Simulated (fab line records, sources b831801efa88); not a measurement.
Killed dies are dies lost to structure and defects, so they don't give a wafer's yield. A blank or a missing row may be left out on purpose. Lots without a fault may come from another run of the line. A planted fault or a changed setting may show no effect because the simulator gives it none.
fab line records | flow sfq_line
record lots=14 wafers=42 last_day=95
route steps=325 shown I4@176 JJ@194 A5B@209 R5@214
lots that met no fault: from a run of the same line without faults
start_h: hours from the record's first day to the start of the lot's first wafer shown | wait_h: hours since the lot's step before | " the same as in the row above | L1.1+2: a row that stands for several wafers | - no value, or no start given | * or withheld: withheld | < > ~ a bound
route shown NAME@n: a module of which the file shows steps, and the number in the route of the first | usual: mean/standard deviation of fault-free wafers | same: alike in all rows | chamber/n: place in a boat | sites: the reading at each site | _std_site: their standard deviation | _edge_site: outer sites' mean less inner sites' | radius_mm: how far each site lies from the wafer's centre | mask NAME#n: copy n | behind: the tool/chamber that last shaped the wafer | hold: why the lot was held/for how many hours/how that ended | device: the transistor (n, p or np) that didn't switch | end of line: the same wafers' tests at the end of the route | a step without rows: its recipe alone | killed: dies lost to structure and defects at the first sort, not the wafer's yield | map: a wafer's dies, x killed, . not, _ none there
set.NAME: the setting as run; set.NAME@STEP: as run at that earlier step | model.NAME: the simulator's own value behind a step, which no gauge read
steps of the route over a sample of lots; a table a step, a row a wafer
services: from which hour (start_h, from the record's first day; less than 0 if before it) a tool's chamber was out of use, for how many hours, and why
## steps
# step SFQ_TRILAYER_I4_VIA_STRIP_STRIP_107
# recipe gas=O2 power_w=200 platen_temp_c=40 overash_fraction=0.65 chemistry=O2 pressure_mtorr=50
# usual drypump_motor_current_A=5.35/0.16 oes_product_au=1.002/0.0095
# columns lot.wafer tool chamber start_h wait_h drypump_motor_current_A oes_product_au rf_hours_counter_h
L336.1 rie_metal-03 1 1407.48 - 5.80 0.995 12
L336.4 " 1 " " 5.78 1.001 -
L336.5 " 0 " " 5.50 0.993 -
L337.1 rie_metal-04 1 1418.28 - 5.15 1.019 11
L337.4 " 0 " " 5.32 0.996 -
L337.6 " 0 " " 5.27 0.990 -
L338.1 rie_metal-01 0 1431.48 - 5.40 0.992 53
L338.4 " 1 " " 5.36 1.004 -
L338.6 " 1 " " 5.36 1.003 -
L339.1 rie_metal-01 0 1436.41 - 5.36 1.000 54
L339.3 " 0 " " 5.36 0.996 -
L339.5 " 0 " " 5.35 1.003 -
L340.1 rie_metal-04 1 1442.41 - 5.15 1.001 14
L340.3 " 1 " " 5.16 0.999 -
L340.6 " 1 " " 5.16 1.009 -
L342.1 rie_metal-01 1 1472.41 - 5.36 1.017 125
L342.3 " 1 " " 5.35 1.021 -
L342.5 " 1 " " 5.35 1.022 -
L343.3 rie_metal-04 1 1512.46 - 5.16 1.008 -
L343.4 " 0 " " 5.26 0.994 -
L343.6 " 0 " " 5.29 0.995 -
L344.2 rie_metal-04 0 1515.86 - 5.26 0.991 19
L344.5 " 0 " " 5.29 0.993 -
L344.6 " 1 " " 5.15 1.003 -
L348.1 rie_metal-01 0 1535.06 - 5.39 1.004 65
L348.4 " 0 " " 5.39 1.008 -
L348.5 " 0 " " 5.36 0.998 -
L351.1 rie_metal-04 1 1554.38 - 5.17 1.005 28
L351.4 " 0 " " 5.30 1.004 -
L351.5 " 0 " " 5.26 0.998 -
L355.1 rie_metal-04 0 1576.11 - 5.30 0.990 25
L355.3 " 1 " " 5.18 0.993 -
L355.4 " 0 " " 5.30 0.997 -
L356.3 rie_metal-01 0 1582.31 - 5.35 0.989 -
L356.5 " 1 " " 5.37 1.016 -
L356.6 " 0 " " 5.36 0.995 -
L358.1 rie_metal-01 0 1590.51 - 5.45 0.987 71
L358.2 " 1 " " 5.37 1.017 7
L358.3 " 0 " " 5.40 0.990 -
L359.2 rie_metal-03 0 1591.71 - 5.50 0.993 61
L359.4 " 0 " " 5.50 1.003 -
L359.5 " 0 " " 5.47 0.988 -
# step SFQ_TRILAYER_JJ_CE_ETCH_RIE_118
# recipe target=Nb stop_on=Al2O3 mask_material=PR taper_deg=13.257 over_etch_frac=0.15 time_s=97.7 chemistry=SF6 target_depth_nm=170 icp_w=600 bias_w=80 pressure_mtorr=10
# usual drypump_motor_current_A=5.6/0.35 oes_product_au=0.990/0.0078
# same over_etch_frac=0.15
# columns lot.wafer tool chamber start_h wait_h drypump_motor_current_A oes_product_au rf_hours_counter_h
L336.1 rie_metal-02 0 1413.22 0.1 5.3 0.997 48
L336.4 " 0 " " 5.3 1.002 -
L336.5 " 0 " " 5.3 1.011 -
L337.1 rie_metal-02 1 1424.02 0.1 6.4 0.991 10
L337.4 " 0 " " 5.3 0.990 -
L337.6 " 1 " " 6.4 0.990 -
L338.1 rie_metal-01 1 1538.60 0.1 5.4 1.000 2
L338.4 " 0 " " 5.4 0.981 -
L338.6 " 0 " " 5.4 0.988 -
L339.1 rie_metal-03 1 1544.60 0.1 5.8 0.988 29
L339.3 " 1 " " 5.8 0.980 -
L339.5 " 1 " " 5.8 0.980 -
L340.1 rie_metal-01 1 1549.52 0.1 5.4 1.004 3
L340.3 " 0 " " 5.4 0.980 -
L340.6 " 1 " " 5.4 1.001 -
L342.1 rie_metal-03 0 1571.25 0.1 5.5 0.984 58
L342.3 " 1 " " 5.8 0.982 -
L342.5 " 1 " " 5.8 0.989 -
L343.3 rie_metal-03 0 1623.13 0.1 5.5 0.994 -
L343.4 " 1 " " 5.8 0.992 -
L343.6 " 0 " " 5.5 0.999 -
L344.2 rie_metal-03 0 1625.50 0.1 5.5 0.998 64
L344.5 " 0 " " 5.5 0.997 -
L344.6 " 1 " " 5.8 0.998 -
L348.1 rie_metal-01 0 1647.94 0.1 5.4 0.987 77
L348.4 " 1 " " 5.4 0.995 -
L348.5 " 1 " " 5.3 0.996 -
L351.1 rie_metal-02 1 1668.06 0.1 6.5 0.968 37
L351.4 " 0 " " 5.3 0.985 -
L351.5 " 0 " " 5.3 0.999 -
L355.1 rie_metal-01 1 1691.06 0.1 5.4 1.001 20
L355.3 " 0 " " 5.4 0.991 -
L355.4 " 1 " " 5.4 0.994 -
L356.3 rie_metal-01 0 1694.49 0.1 5.3 0.998 -
L356.5 " 1 " " 5.4 0.997 -
L356.6 " 0 " " 5.4 0.988 -
L358.1 rie_metal-02 1 1702.86 0.1 6.4 0.990 42
L358.2 " 0 " " 5.3 0.984 87
L358.3 " 0 " " 5.3 0.994 -
L359.2 rie_metal-03 1 1704.06 0.1 5.8 1.007 48
L359.4 " 0 " " 5.5 0.995 -
L359.5 " 0 " " 5.5 0.997 -
# step SFQ_TRILAYER_A5B_DEP_PECVD_129
# recipe material=SiO2 temp_c=150 time_s=133.33 pressure_torr=2.4 rf_w=183.3 precursor=SiH4/N2O target_thk_nm=600
# usual heater_power_w=94/13 throttle_valve_pct=25.4/1.9
# columns lot.wafer tool chamber start_h wait_h heater_power_w throttle_valve_pct
L336.1 pecvd-02 2 1418.26 0.0 119 28.4
L336.4 " 0 " " 79 24.8
L336.5 " 2 " " 102 28.9
L337.1 pecvd-01 2 1428.89 0.0 109 26.1
L337.4 " 2 " " 91 26.2
L337.6 " 0 " " 71 25.4
L338.1 pecvd-01 2 1544.27 0.0 105 26.2
L338.4 " 1 " " 86 28.2
L338.6 " 0 " " 84 25.3
L339.1 pecvd-04 0 1656.08 0.0 107 24.4
L339.3 " 1 " " 86 25.7
L339.5 " 1 " " 88 25.5
L340.1 pecvd-01 2 1659.68 0.0 110 26.2
L340.3 " 1 " " 90 28.0
L340.6 " 0 " " 78 25.4
L342.1 pecvd-01 1 1685.79 0.0 99 28.2
L342.3 " 0 " " 83 25.4
L342.5 " 0 " " 86 25.5
L343.3 pecvd-02 0 1726.86 0.0 71 25.0
L343.4 " 0 " " 78 25.0
L343.6 " 1 " " 98 25.8
L344.2 pecvd-04 0 1730.44 0.0 106 24.8
L344.5 " 2 " " 87 23.4
L344.6 " 1 " " 74 25.9
L348.1 pecvd-04 0 1754.62 0.0 108 24.7
L348.4 " 1 " " 84 25.9
L348.5 " 2 " " 101 23.5
L351.1 pecvd-04 1 1771.24 0.0 76 25.9
L351.4 " 2 " " 89 23.5
L351.5 " 1 " " 81 25.8
L355.1 pecvd-02 1 1794.69 0.0 103 25.8
L355.3 " 2 " " 102 29.7
L355.4 " 0 " " 88 25.1
L356.3 pecvd-01 0 1796.92 0.0 73 23.9
L356.5 " 0 " " 79 24.2
L356.6 " 2 " " 100 23.1
L358.1 pecvd-02 1 1806.53 0.0 100 25.9
L358.2 " 2 " " 123 29.6
L358.3 " 0 " " 78 24.7
L359.2 pecvd-01 0 1809.09 0.0 85 24.1
L359.4 " 0 " " 70 23.9
L359.5 " 1 " " 106 23.7
# step SFQ_TRILAYER_A5B_METRO_MEASURE_131
# usual thk_nm=341/6.2
# columns lot.wafer tool chamber start_h wait_h thk_nm
L336.1 film_metro-03 - 1431.44 2.0 338
L336.4 " - " " 344
L336.5 " - " " 339
L337.1 film_metro-02 - 1438.37 1.5 351
L337.4 " - " " 346
L337.6 " - " " 342
L338.1 film_metro-02 - 1547.36 1.5 345
L338.4 " - " " 339
L338.6 " - " " 352
L339.1 film_metro-02 - 1660.05 1.5 331
L339.3 " - " " 344
L339.5 " - " " 345
L340.1 film_metro-02 - 1664.50 2.5 342
L340.3 " - " " 342
L340.6 " - " " 343
L342.1 film_metro-03 - 1690.25 2.0 342
L342.3 " - " " 341
L342.5 " - " " 338
L343.3 film_metro-03 - 1732.30 1.4 339
L343.4 " - " " 345
L343.6 " - " " 349
L344.2 film_metro-02 - 1735.28 1.2 352
L344.5 " - " " 350
L344.6 " - " " 349
L348.1 film_metro-01 - 1757.71 2.5 328
L348.4 " - " " 272
L348.5 " - " " 337
L351.1 film_metro-03 - 1774.33 2.0 273
L351.4 " - " " 330
L351.5 " - " " 278
L355.1 film_metro-03 - 1798.05 2.0 339
L355.3 " - " " 345
L355.4 " - " " 330
L356.3 film_metro-02 - 1800.41 1.9 339
L356.5 " - " " 339
L356.6 " - " " 342
L358.1 film_metro-01 - 1809.62 1.5 349
L358.2 " - " " 332
L358.3 " - " " 339
L359.2 film_metro-01 - 1812.82 1.2 333
L359.4 " - " " 342
L359.5 " - " " 339
# step SFQ_TRILAYER_R5_DEP_SPUTTER_134
# recipe material=Ti base_pressure_pa=1.33e-06 target_thk_nm=5 power_w=2000 time_s=5 chamber_pressure_pa=0.4
# usual throttle_valve_pct=30.5/1.2
# columns lot.wafer tool chamber start_h wait_h throttle_valve_pct
L336.1 pvd_sputter-05 - 1432.72 0.0 30.8
L336.4 " - " " 31.4
L336.5 " - " " 31.7
L337.1 pvd_sputter-04 - 1439.64 0.0 30.3
L337.4 " - " " 29.5
L337.6 " - " " 30.5
L338.1 pvd_sputter-05 - 1548.64 0.0 31.5
L338.4 " - " " 30.7
L338.6 " - " " 31.0
L339.1 pvd_sputter-06 - 1661.32 0.0 30.7
L339.3 " - " " 31.0
L339.5 " - " " 30.8
L340.1 pvd_sputter-04 - 1665.78 0.0 29.5
L340.3 " - " " 29.7
L340.6 " - " " 30.5
L342.1 pvd_sputter-05 - 1691.53 0.0 31.6
L342.3 " - " " 31.1
L342.5 " - " " 31.3
L343.3 pvd_sputter-06 - 1733.18 0.0 30.7
L343.4 " - " " 32.8
L343.6 " - " " 30.3
L344.2 pvd_sputter-05 - 1736.35 0.0 30.7
L344.5 " - " " 30.6
L344.6 " - " " 31.5
L348.1 pvd_sputter-06 - 1758.98 0.0 32.8
L348.4 " - " " 30.9
L348.5 " - " " 30.3
L351.1 pvd_sputter-05 - 1775.61 0.0 31.3
L351.4 " - " " 28.1
L351.5 " - " " 31.2
L355.1 pvd_sputter-04 - 1799.32 0.0 30.5
L355.3 " - " " 29.8
L355.4 " - " " 29.4
L356.3 pvd_sputter-06 - 1801.28 0.0 30.1
L356.5 " - " " 30.2
L356.6 " - " " 30.6
L358.1 pvd_sputter-06 - 1810.90 0.0 30.5
L358.2 " - " " 32.8
L358.3 " - " " 30.6
L359.2 pvd_sputter-06 - 1813.90 0.0 30.4
L359.4 " - " " 30.4
L359.5 " - " " 30.8
## services
# columns tool chamber start_h hours kind
pvd_sputter-06 - 1433.33 1.9 repair
film_metro-02 - 1435.81 0.4 pm
film_metro-02 - 1450.45 0.9 pm
rie_metal-03 0 1479.20 11.8 repair
pvd_sputter-05 - 1483.52 2.3 repair
film_metro-02 - 1505.85 0.7 pm
rie_metal-01 - 1519.04 4.3 pm
pecvd-01 - 1531.19 11.7 repair
rie_metal-04 0 1538.48 6.0 repair
pvd_sputter-06 - 1539.41 5.5 repair
film_metro-02 - 1568.55 3.2 repair
pvd_sputter-06 - 1623.30 4.1 repair
rie_metal-01 0 1649.79 3.2 repair
rie_metal-04 0 1668.23 7.6 repair
film_metro-02 - 1680.81 0.6 pm
pecvd-01 - 1686.25 14.0 pm
film_metro-02 - 1695.45 0.2 pm
rie_metal-01 0 1704.13 36.8 repair
film_metro-02 - 1713.46 4.6 pm
pecvd-01 - 1721.64 1.3 repair
film_metro-02 - 1750.85 0.6 pm
rie_metal-03 - 1758.16 2.8 pm
rie_metal-04 1 1809.49 3.3 repair
film_metro-02 - 1813.52 6.9 pm
## key
first_sign step=SFQ_TRILAYER_A5B_METRO_MEASURE_131 reading=thk_nm direction=down sigmas=11 usual=341 struck=275
effect none on later readings
met_at SFQ_TRILAYER_A5B_DEP_PECVD_129
struck_lots L348,L351
struck_wafers L348.4,L351.1,L351.5
not_acting_at SFQ_TRILAYER_I4_VIA_STRIP_STRIP_107,SFQ_TRILAYER_JJ_CE_ETCH_RIE_118,SFQ_TRILAYER_R5_DEP_SPUTTER_134
onset_between 1730.44 1754.62
fault kind=process_parameter_drift tool=pecvd-04 chamber=1 onset_h=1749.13 steps=SFQ_TRILAYER_A5B_DEP_PECVD_129 channel=target_thk_nm offset=-328.15 shape=step end_h=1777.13 acts_in=these_recipes_only stated=600
